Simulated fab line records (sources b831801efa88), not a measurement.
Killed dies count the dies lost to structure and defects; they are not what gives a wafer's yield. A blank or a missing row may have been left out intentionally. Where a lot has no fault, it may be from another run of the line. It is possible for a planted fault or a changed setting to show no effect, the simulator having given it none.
fab line records	flow sfq-line
record lots=14	wafers=42	last-day=92
route steps=325 shown JJ@192 A5B@211 R5@213
lots untouched by any fault: they come from a run of this same line in which no faults occurred
start-h: start of the lot's first displayed wafer, in hours after the record's first day	wait-h: how many hours have passed since the lot's step before this one	" the same as in the row above	L1.1+2: a row that stands for several wafers	- no value present, or no start provided	* or withheld: withheld	< > ~ a bound
route shown NAME@n: NAME is a module with steps in the file, n the number in the route of the first one	usual: the fault-free wafers' mean and standard deviation	same: alike in all rows	chamber/n: place in a boat	sites: the reading at each site	_std_site: the values' standard deviation	_edge_site: the outer-site mean with the inner-site mean subtracted	radius-mm: how far each site lies from the wafer's centre	mask NAME#n: copy n	behind: the last tool/chamber to shape the wafer	hold: the reason the lot was held/the length of the hold in hours/how it ended	device: which transistor (n, p or np) failed to switch	end of line: tests of these same wafers at the route's end	a step given without rows: its recipe and nothing more	killed: not the wafer's yield, but the dies lost to structure and defects at the first sort	map: per-die view of a wafer (x killed, . not killed, _ where there is no die)
set.NAME: the setting as run; set.NAME@STEP: as run at that earlier step	model.NAME: the simulator's own value behind a step, which no gauge read
a sample of lots followed through the steps of the route, with each step as a table and each wafer as a row
services: from which hour (start-h, from the record's first day; less than 0 if before it) a tool's chamber was out of use, for how many hours, and why
## steps
# step SFQ_TRILAYER_JJ_CE_METRO_MEASURE_117
# usual cd-nm=700.4/1.1
lot.wafer	tool	chamber	start-h	wait-h	cd-nm
L273.1	cd-sem-01	-	1272.81	0.0	702.4
L273.3	"	-	"	"	700.8
L273.5	"	-	"	"	700.8
L275.2	cd-sem-01	-	1330.37	0.2	701.9
L275.3	"	-	"	"	703.2
L275.4	"	-	"	"	702.7
L276.1	cd-sem-02	-	1333.77	0.0	700.5
L276.3	"	-	"	"	700.8
L276.4	"	-	"	"	701.3
L277.2	cd-sem-01	-	1336.37	0.2	700.6
L277.3	"	-	"	"	701.0
L277.4	"	-	"	"	699.8
L278.2	cd-sem-02	-	1342.37	0.2	700.5
L278.3	"	-	"	"	700.3
L278.4	"	-	"	"	700.5
L279.4	cd-sem-01	-	1347.57	0.6	699.8
L279.5	"	-	"	"	701.9
L279.6	"	-	"	"	701.0
L280.3	cd-sem-02	-	1350.97	0.4	698.9
L280.5	"	-	"	"	701.5
L280.6	"	-	"	"	699.7
L282.1	cd-sem-02	-	1357.77	0.0	699.2
L282.2	"	-	"	"	699.3
L282.3	"	-	"	"	699.4
L283.3	cd-sem-01	-	1360.57	0.4	700.5
L283.4	"	-	"	"	700.5
L283.5	"	-	"	"	700.5
L285.3	cd-sem-01	-	1394.17	0.4	699.7
L285.4	"	-	"	"	699.7
L285.6	"	-	"	"	699.7
L293.2	cd-sem-01	-	1421.57	0.2	699.4
L293.3	"	-	"	"	699.9
L293.5	"	-	"	"	699.7
L294.2	cd-sem-02	-	1428.95	0.2	699.3
L294.4	"	-	"	"	698.9
L294.6	"	-	"	"	699.0
L295.1	cd-sem-01	-	1434.75	0.0	699.0
L295.2	"	-	"	"	699.3
L295.6	"	-	"	"	701.0
L296.1	cd-sem-02	-	1449.15	0.0	699.9
L296.2	"	-	"	"	699.5
L296.6	"	-	"	"	699.8
# step SFQ_TRILAYER_JJ_CE_BARC_OPEN_RIE_150
# recipe mask-material=PR	chemistry=O2	target-depth-nm=240	target=BARC	icp-w=600	bias-w=80	pressure-mtorr=10	time-s=80
# usual drypump-motor-current-A=5.4/0.33	oes-product-au=0.538/0.0046
lot.wafer	tool	chamber	start-h	wait-h	drypump-motor-current-A	oes-product-au	rf-hours-counter-h
L273.1	rie-metal-02	1	1274.01	1.0	4.7	0.536	135
L273.3	"	0	"	"	5.7	0.536	-
L273.5	"	1	"	"	4.7	0.535	-
L275.2	rie-metal-03	1	1331.37	0.8	5.5	0.536	126
L275.3	"	0	"	"	5.3	0.538	-
L275.4	"	1	"	"	5.5	0.543	-
L276.1	rie-metal-03	1	1334.97	1.0	5.5	0.537	126
L276.3	"	1	"	"	5.5	0.546	-
L276.4	"	0	"	"	5.2	0.537	-
L277.2	rie-metal-01	0	1337.37	0.8	5.8	0.532	53
L277.3	"	0	"	"	5.8	0.537	-
L277.4	"	1	"	"	5.4	0.532	-
L278.2	rie-metal-03	0	1343.37	0.8	5.2	0.531	16
L278.3	"	0	"	"	5.3	0.542	-
L278.4	"	1	"	"	5.5	0.535	-
L279.4	rie-metal-01	1	1348.20	0.4	5.4	0.535	-
L279.5	"	1	"	"	5.4	0.536	-
L279.6	"	0	"	"	5.8	0.548	-
L280.3	rie-metal-03	1	1351.80	0.6	5.5	0.534	-
L280.5	"	0	"	"	5.2	0.537	-
L280.6	"	1	"	"	5.5	0.533	-
L282.1	rie-metal-02	1	1358.97	1.0	4.7	0.527	10
L282.2	"	0	"	"	5.7	0.534	6
L282.3	"	0	"	"	5.7	0.538	-
L283.3	rie-metal-02	0	1361.40	0.6	5.7	0.542	-
L283.4	"	1	"	"	4.7	0.537	-
L283.5	"	1	"	"	4.7	0.536	-
L285.3	rie-metal-01	0	1395.00	0.6	5.9	0.540	-
L285.4	"	1	"	"	5.4	0.543	-
L285.6	"	0	"	"	5.8	0.543	-
L293.2	rie-metal-03	1	1422.57	0.8	5.5	0.536	139
L293.3	"	1	"	"	5.5	0.538	-
L293.5	"	0	"	"	5.2	0.539	-
L294.2	rie-metal-03	1	1429.95	0.8	5.5	0.535	140
L294.4	"	0	"	"	5.2	0.539	-
L294.6	"	1	"	"	5.5	0.542	-
L295.1	rie-metal-03	0	1435.95	1.0	5.2	0.533	29
L295.2	"	1	"	"	5.5	0.531	141
L295.6	"	0	"	"	5.2	0.535	-
L296.1	rie-metal-02	1	1450.35	1.0	4.7	0.536	23
L296.2	"	0	"	"	5.7	0.528	18
L296.6	"	0	"	"	5.7	0.532	-
# step SFQ_TRILAYER_A5B_METRO_MEASURE_131
# usual thk-nm=341/5
lot.wafer	tool	chamber	start-h	wait-h	thk-nm
L273.1	film-metro-01	-	1330.59	2.0	340
L273.3	"	-	"	"	336
L273.5	"	-	"	"	329
L275.2	film-metro-04	-	1339.63	1.2	343
L275.3	"	-	"	"	348
L275.4	"	-	"	"	353
L276.1	film-metro-04	-	1342.88	2.5	339
L276.3	"	-	"	"	340
L276.4	"	-	"	"	341
L277.2	film-metro-04	-	1345.52	1.2	344
L277.3	"	-	"	"	344
L277.4	"	-	"	"	336
L278.2	film-metro-04	-	1351.63	1.7	336
L278.3	"	-	"	"	348
L278.4	"	-	"	"	349
L279.4	film-metro-01	-	1356.65	2.6	349
L279.5	"	-	"	"	340
L279.6	"	-	"	"	344
L280.3	film-metro-01	-	1360.05	2.4	342
L280.5	"	-	"	"	340
L280.6	"	-	"	"	351
L282.1	film-metro-01	-	1368.76	1.0	337
L282.2	"	-	"	"	341
L282.3	"	-	"	"	342
L283.3	film-metro-04	-	1371.83	1.9	339
L283.4	"	-	"	"	336
L283.5	"	-	"	"	343
L285.3	film-metro-03	-	1403.54	1.4	339
L285.4	"	-	"	"	335
L285.6	"	-	"	"	348
L293.2	film-metro-01	-	1438.80	1.7	338
L293.3	"	-	"	"	339
L293.5	"	-	"	"	339
L294.2	film-metro-01	-	1441.80	2.2	345
L294.4	"	-	"	"	343
L294.6	"	-	"	"	340
L295.1	film-metro-04	-	1444.64	1.5	343
L295.2	"	-	"	"	345
L295.6	"	-	"	"	334
L296.1	film-metro-04	-	1460.48	1.5	348
L296.2	"	-	"	"	340
L296.6	"	-	"	"	349
# step SFQ_TRILAYER_R5_DEP_SPUTTER_133
# recipe material=MoNx	base-pressure-pa=1.33e-06	target-thk-nm=40	power-w=1000	time-s=66.7	chamber-pressure-pa=0.4
# usual base-pressure-pa=1.34e-06/8.5e-08	throttle-valve-pct=29.9/0.77
lot.wafer	tool	chamber	start-h	wait-h	base-pressure-pa	throttle-valve-pct
L273.1	pvd-sputter-05	-	1331.81	0.0	1.4e-06	29.4
L273.3	"	-	"	"	1.38e-06	29.5
L273.5	"	-	"	"	1.37e-06	29.7
L275.2	pvd-sputter-04	-	1340.65	0.0	1.3e-06	30.6
L275.3	"	-	"	"	1.47e-06	29.5
L275.4	"	-	"	"	1.32e-06	29.4
L276.1	pvd-sputter-04	-	1344.10	0.0	1.39e-06	32.0
L276.3	"	-	"	"	1.32e-06	30.5
L276.4	"	-	"	"	1.28e-06	29.5
L277.2	pvd-sputter-05	-	1346.54	0.0	1.47e-06	29.7
L277.3	"	-	"	"	1.34e-06	29.0
L277.4	"	-	"	"	1.28e-06	29.5
L278.2	pvd-sputter-04	-	1352.65	0.0	1.56e-06	32.1
L278.3	"	-	"	"	1.38e-06	29.2
L278.4	"	-	"	"	1.34e-06	30.2
L279.4	pvd-sputter-06	-	1357.30	0.0	1.37e-06	30.2
L279.5	"	-	"	"	1.19e-06	30.5
L279.6	"	-	"	"	1.36e-06	30.4
L280.3	pvd-sputter-04	-	1360.87	0.0	1.25e-06	31.6
L280.5	"	-	"	"	1.3e-06	31.8
L280.6	"	-	"	"	1.23e-06	29.3
L282.1	pvd-sputter-04	-	1369.98	0.0	1.41e-06	29.5
L282.2	"	-	"	"	1.28e-06	29.3
L282.3	"	-	"	"	1.46e-06	30.2
L283.3	pvd-sputter-06	-	1372.65	0.0	1.27e-06	29.9
L283.4	"	-	"	"	1.32e-06	30.6
L283.5	"	-	"	"	1.48e-06	30.3
L285.3	pvd-sputter-06	-	1404.36	0.0	1.36e-06	29.2
L285.4	"	-	"	"	1.28e-06	30.2
L285.6	"	-	"	"	1.51e-06	29.0
L293.2	pvd-sputter-06	-	1439.82	0.0	1.23e-06	30.3
L293.3	"	-	"	"	1.32e-06	30.5
L293.5	"	-	"	"	1.31e-06	30.4
L294.2	pvd-sputter-06	-	1442.82	0.0	1.34e-06	30.5
L294.4	"	-	"	"	1.37e-06	30.1
L294.6	"	-	"	"	1.4e-06	28.7
L295.1	pvd-sputter-04	-	1445.86	0.0	1.37e-06	30.5
L295.2	"	-	"	"	1.36e-06	31.8
L295.6	"	-	"	"	1.32e-06	29.2
L296.1	pvd-sputter-05	-	1461.70	0.0	1.26e-06	29.1
L296.2	"	-	"	"	1.35e-06	29.5
L296.6	"	-	"	"	1.38e-06	29.4
# step SFQ_R5_RS_MEAS_933
# recipe thk-meas-gauge=four-point-probe	reads=Ti_of_TRILAYER_R5_DEP_SPUTTER_134+MoNx_of_TRILAYER_R5_DEP_SPUTTER_133+Ti_of_TRILAYER_R5_DEP_SPUTTER_132
# usual R5_MONX_RS=7.03/0.079
lot.wafer	tool	chamber	start-h	wait-h	hold	R5_MONX_RS[ohm/sq]
L273.1	film-metro-02	-	1331.88	0.0	-	6.88
L273.3	"	-	"	"	-	6.98
L273.5	"	-	"	"	-	6.89
L275.2	film-metro-01	-	1340.74	0.0	-	7.01
L275.3	"	-	"	"	-	6.89
L275.4	"	-	"	"	-	6.87
L276.1	film-metro-01	-	1344.17	0.0	-	7.13
L276.3	"	-	"	"	-	7.15
L276.4	"	-	"	"	-	7.06
L277.2	film-metro-01	-	1346.63	0.0	-	6.99
L277.3	"	-	"	"	-	6.93
L277.4	"	-	"	"	-	6.91
L278.2	film-metro-01	-	1352.74	0.0	-	7.04
L278.3	"	-	"	"	-	7.03
L278.4	"	-	"	"	-	7.04
L279.4	film-metro-04	-	1357.40	0.1	-	7.09
L279.5	"	-	"	"	-	6.87
L279.6	"	-	"	"	-	6.96
L280.3	film-metro-02	-	1360.98	0.0	-	7.13
L280.5	"	-	"	"	-	7.13
L280.6	"	-	"	"	-	7.15
L282.1	film-metro-02	-	1370.06	0.0	-	7.10
L282.2	"	-	"	"	-	7.10
L282.3	"	-	"	"	-	7.10
L283.3	film-metro-01	-	1372.76	0.0	-	7.13
L283.4	"	-	"	"	-	7.02
L283.5	"	-	"	"	-	6.93
L285.3	film-metro-01	-	1404.47	0.0	-	7.08
L285.4	"	-	"	"	-	7.14
L285.6	"	-	"	"	-	7.05
L293.2	film-metro-02	-	1439.91	0.0	await-dispo/0.2h/release	4.17
L293.3	"	-	"	"	await-dispo/0.2h/release	4.22
L293.5	"	-	"	"	await-dispo/0.2h/release	4.24
L293.2	film-metro-02	-	1440.20	0.3	-	4.18
L293.3	"	-	"	"	-	4.22
L293.5	"	-	"	"	-	4.24
L294.2	film-metro-02	-	1442.91	0.0	await-dispo/0.2h/release	4.17
L294.4	"	-	"	"	await-dispo/0.2h/release	4.20
L294.6	"	-	"	"	await-dispo/0.2h/release	4.18
L294.2	film-metro-02	-	1443.20	0.3	-	4.18
L294.4	"	-	"	"	-	4.20
L294.6	"	-	"	"	-	4.17
L295.1	film-metro-02	-	1445.94	0.0	-	6.97
L295.2	"	-	"	"	-	6.93
L295.6	"	-	"	"	-	6.97
L296.1	film-metro-01	-	1461.77	0.0	-	7.04
L296.2	"	-	"	"	-	7.05
L296.6	"	-	"	"	-	6.98
# step SFQ_R5_THK_MEAS_934
# recipe thk-meas-gauge=xrf	reads=MoNx_of_TRILAYER_R5_DEP_SPUTTER_133
# usual R5_MONX_THK=39.6/0.47
lot.wafer	tool	chamber	start-h	wait-h	hold	R5_MONX_THK[nm]
L273.1	film-metro-02	-	1332.00	0.1	-	40.8
L273.3	"	-	"	"	-	39.9
L273.5	"	-	"	"	-	40.3
L275.2	film-metro-01	-	1340.85	0.1	-	39.5
L275.3	"	-	"	"	-	40.1
L275.4	"	-	"	"	-	40.5
L276.1	film-metro-01	-	1344.29	0.1	-	39.2
L276.3	"	-	"	"	-	39.0
L276.4	"	-	"	"	-	39.4
L277.2	film-metro-01	-	1346.74	0.1	-	39.7
L277.3	"	-	"	"	-	40.2
L277.4	"	-	"	"	-	40.1
L278.2	film-metro-01	-	1352.85	0.1	-	39.4
L278.3	"	-	"	"	-	39.5
L278.4	"	-	"	"	-	39.8
L279.4	film-metro-04	-	1357.49	0.1	-	39.2
L279.5	"	-	"	"	-	40.4
L279.6	"	-	"	"	-	40.2
L280.3	film-metro-02	-	1361.08	0.1	-	39.3
L280.5	"	-	"	"	-	39.3
L280.6	"	-	"	"	-	39.1
L282.1	film-metro-02	-	1370.18	0.1	-	39.3
L282.2	"	-	"	"	-	39.0
L282.3	"	-	"	"	-	39.4
L283.3	film-metro-01	-	1372.86	0.1	-	38.8
L283.4	"	-	"	"	-	39.5
L283.5	"	-	"	"	-	39.9
L285.3	film-metro-01	-	1404.57	0.1	-	39.2
L285.4	"	-	"	"	-	38.8
L285.6	"	-	"	"	-	39.4
L294.2	film-metro-02	-	1444.25	1.0	await-dispo/0.2h/release	68.4
L294.4	"	-	"	"	await-dispo/0.2h/release	67.5
L294.6	"	-	"	"	await-dispo/0.2h/release	68.4
L294.2	film-metro-02	-	1444.48	0.2	-	68.4
L294.4	"	-	"	"	-	67.7
L294.6	"	-	"	"	-	68.2
L293.2	film-metro-02	-	1444.60	4.4	await-dispo/0.2h/release	68.6
L293.3	"	-	"	"	await-dispo/0.2h/release	68.0
L293.5	"	-	"	"	await-dispo/0.2h/release	67.3
L293.2	film-metro-02	-	1444.83	0.2	-	68.9
L293.3	"	-	"	"	-	67.5
L293.5	"	-	"	"	-	67.2
L295.1	film-metro-02	-	1446.06	0.1	-	39.8
L295.2	"	-	"	"	-	40.2
L295.6	"	-	"	"	-	40.2
L296.1	film-metro-01	-	1461.89	0.1	-	39.3
L296.2	"	-	"	"	-	39.2
L296.6	"	-	"	"	-	39.6
## services
tool	chamber	start-h	hours	kind
film-metro-01	-	1250.13	0.7	pm
rie-metal-01	-	1254.43	0.3	repair
cd-sem-01	-	1265.61	0.8	pm
pvd-sputter-05	-	1269.83	3.1	repair
film-metro-04	-	1273.16	1.3	pm
cd-sem-01	-	1292.17	1.6	pm
rie-metal-01	0	1292.59	3.8	repair
cd-sem-02	-	1307.17	1.1	pm
pvd-sputter-06	-	1329.02	2.9	repair
cd-sem-02	-	1331.05	1.0	pm
film-metro-04	-	1357.60	3.8	pm
cd-sem-01	-	1361.77	0.5	pm
rie-metal-01	1	1363.26	3.7	repair
film-metro-01	-	1376.94	1.2	pm
film-metro-01	-	1380.50	0.9	pm
film-metro-01	-	1385.25	0.5	pm
film-metro-04	-	1399.54	0.8	pm
cd-sem-02	-	1403.08	0.5	pm
cd-sem-02	-	1405.26	0.6	pm
pvd-sputter-04	-	1405.39	4.4	repair
cd-sem-02	-	1424.69	2.3	repair
cd-sem-01	-	1430.07	2.3	pm
cd-sem-01	-	1448.45	0.2	pm
pvd-sputter-06	-	1460.95	0.9	repair
## key
first-sign step=SFQ_R5_RS_MEAS_933	reading=visit	direction=added
effect step=SFQ_R5_RS_MEAS_933	reading=R5_MONX_RS	direction=down	sigmas=36	usual=7.03	struck=4.20
effect step=SFQ_R5_THK_MEAS_934	reading=visit	direction=added
effect step=SFQ_R5_THK_MEAS_934	reading=R5_MONX_THK	direction=up	sigmas=61	usual=39.6	struck=68.0
met-at SFQ_TRILAYER_R5_DEP_SPUTTER_133
struck-lots L293,L294
scrapped-behind SFQ_R5_THK_MEAS_934 L293.2,L293.3,L293.5,L294.2,L294.4,L294.6
not-acting-at SFQ_TRILAYER_JJ_CE_METRO_MEASURE_117,SFQ_TRILAYER_JJ_CE_BARC_OPEN_RIE_150,SFQ_TRILAYER_A5B_METRO_MEASURE_131
onset-between 1404.36 1439.82
fault kind=process-parameter-drift	tool=pvd-sputter-06	chamber=-	onset-h=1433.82	steps=SFQ_TRILAYER_R5_DEP_SPUTTER_133	channel=target-thk-nm	offset=28.885	shape=step	end-h=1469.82	acts-in=these-recipes-only	stated=40
